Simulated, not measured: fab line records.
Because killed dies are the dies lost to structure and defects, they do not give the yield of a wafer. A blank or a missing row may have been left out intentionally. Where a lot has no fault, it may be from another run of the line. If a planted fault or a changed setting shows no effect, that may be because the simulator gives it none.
A struck lot beside a sound one / flow sky130 / 22 steps out of a route of 708
Sound: wafers L134.3, L134.5, L134.6. The struck wafers were L138.1, L138.2, L138.4. The cause is given at the end.
Order at every step that has rows: each side's tool, ch and its chambers, its first start. Under that, the readings that differ: sound wafers / struck wafers / difference of the means / sigmas: that difference in standard deviations of wafers without a fault.
alike: readings whose means differ by less than 2 such deviations, and words and numbers that are the same on both sides. not compared: withheld readings, readings that some wafer has no value for, bounds like >300 that may hide the same value, and numbers for which the record gives no deviation and whose values overlap.
Wherever a step has rows on one side only, a row that says differs or no value, or a row with sigmas, the two part there. Non-overlapping numbers with no deviation appear without sigmas and do not part them. A reading missing from all wafers of one side parts the sides only when that side holds two or more wafers.

first, 5 steps without rows for these wafers: SKY_POLY_CUT_COAT_03 (resist thk 450 nm); SKY_POLY_CUT_SOFTBAKE_04 (time 90 s); SKY_POLY_CUT_EXPOSE_05 (exposes mask NPCM, target cd 270 nm); SKY_POLY_CUT_PEB_06; SKY_POLY_CUT_DEVELOP_07 (develop time 60 s).
SKY_POLY_CUT_CD_MEAS_08 targets a cd of 270 nm.
  struck on cd-sem-02, day 27 02:15; sound on cd-sem-01, day 25 11:08
  alike: cd-nm
SKY_POLY_CUT_OVL_MEAS_09:
  struck on overlay-01, day 27 02:22; sound on overlay-01, day 25 11:14
  alike: POLY_CUT_OVL
SKY_POLY_CUT_ETCH_10: etches BARC in N2/H2, stops on SiO2, time 45.9 s, target depth 60 nm.
  sound on rie-diel-04 ch 2,3, day 25 11:16; struck on rie-diel-02 ch 0,1,2, day 27 02:25
  alike: drypump-motor-current-A, oes-product-au, throttle-valve-pct
  not compared: rf-hours-counter-h
SKY_POLY_CUT_ETCH_11: etches Si3N4 in CF4/CH2F2/Ar, stops on poly-Si, time 42.5 s, target depth 60 nm.
  sound on rie-diel-04 ch 2,3, day 25 11:18; struck on rie-diel-02 ch 0,1,2, day 27 02:27
  alike: drypump-motor-current-A, oes-product-au, throttle-valve-pct
  not compared: rf-hours-counter-h
SKY_POLY_CUT_STRIP_12: strips in O2/N2.
  sound on plasma-asher-04 ch 0,1, day 25 11:22; struck on plasma-asher-03 ch 0,1, day 27 02:29
  alike: drypump-motor-current-A, oes-product-au, strip-time-to-endpoint-s
  not compared: rf-hours-counter-h
then, 2 steps without rows for these wafers: SKY_SD_P_DEHYDRATE_00 (time 60 s); SKY_SD_P_HMDS_01 (prime time 60 s).
SKY_SD_P_COAT_02: resist thk 1140 nm.
  sound on litho-track-03 ch 0, day 26 01:28; struck on litho-track-03 ch 0, day 27 15:34
reading=model.NOVOLAK_of_SD_P_COAT_02.thk-nm (nm); sound=1143 1139 1140; struck=782.5 785.7 783.6; difference=-356.7; sigmas=
then, 3 steps without rows for these wafers: SKY_SD_P_SOFTBAKE_03 (time 60 s); SKY_SD_P_EXPOSE_04 (exposes mask PSDM, target cd 380 nm); SKY_SD_P_PEB_05.
SKY_SD_P_DEVELOP_06: develop time 60 s.
  sound on litho-track-02 ch 0, day 26 15:43; struck on litho-track-03 ch 0, day 28 05:52
reading=model.NOVOLAK_of_SD_P_COAT_02.thk-nm (nm); sound=1142 1139 1140; struck=782.1 785.3 783.2; difference=-356.8; sigmas=
SKY_SD_P_CD_MEAS_07 targets a cd of 380 nm.
  struck on cd-sem-02, day 28 06:01; sound on cd-sem-02, day 26 15:52
reading=cd-nm (nm); sound=384 384 383; struck=425 424 425; difference=+41; sigmas=+13
SKY_SD_P_OVL_MEAS_08:
  struck on overlay-01, day 28 06:08; sound on overlay-01, day 26 15:57
  alike: SD_P_OVL
after that, 1 step had no rows for these wafers: SKY_SD_P_IMPLANT_09.
SKY_SD_P_STRIP_10: strips in O2/N2.
  sound on plasma-asher-02 ch 0,1, day 26 16:09; struck on plasma-asher-01 ch 0,1, day 28 06:19
reading=drypump-motor-current-A (A); sound=4.8 4.8 5.0; struck=6.2 6.0 6.2; difference=+1.3; sigmas=+3
reading=oes-product-au (a.u.); sound=0.613 0.612 0.615; struck=0.594 0.585 0.578; difference=-0.028; sigmas=-6
reading=strip-time-to-endpoint-s (s); sound=17.54 17.49 17.49; struck=13.39 13.42 13.41; difference=-4.10; sigmas=-99 or more
  not compared: rf-hours-counter-h
SKY_SD_P_TW_MEAS_11:
  struck on film-metro-03, day 28 06:25; sound on film-metro-01, day 26 16:14
  alike: SD_P_TW

== WHERE THEY PART ==
At SKY_SD_P_CD_MEAS_07 first; at SKY_SD_P_STRIP_10 last (within this record only). Later steps at which nothing parts them and some readings are alike: SKY_SD_P_TW_MEAS_11.

WHY: what the simulator had put in
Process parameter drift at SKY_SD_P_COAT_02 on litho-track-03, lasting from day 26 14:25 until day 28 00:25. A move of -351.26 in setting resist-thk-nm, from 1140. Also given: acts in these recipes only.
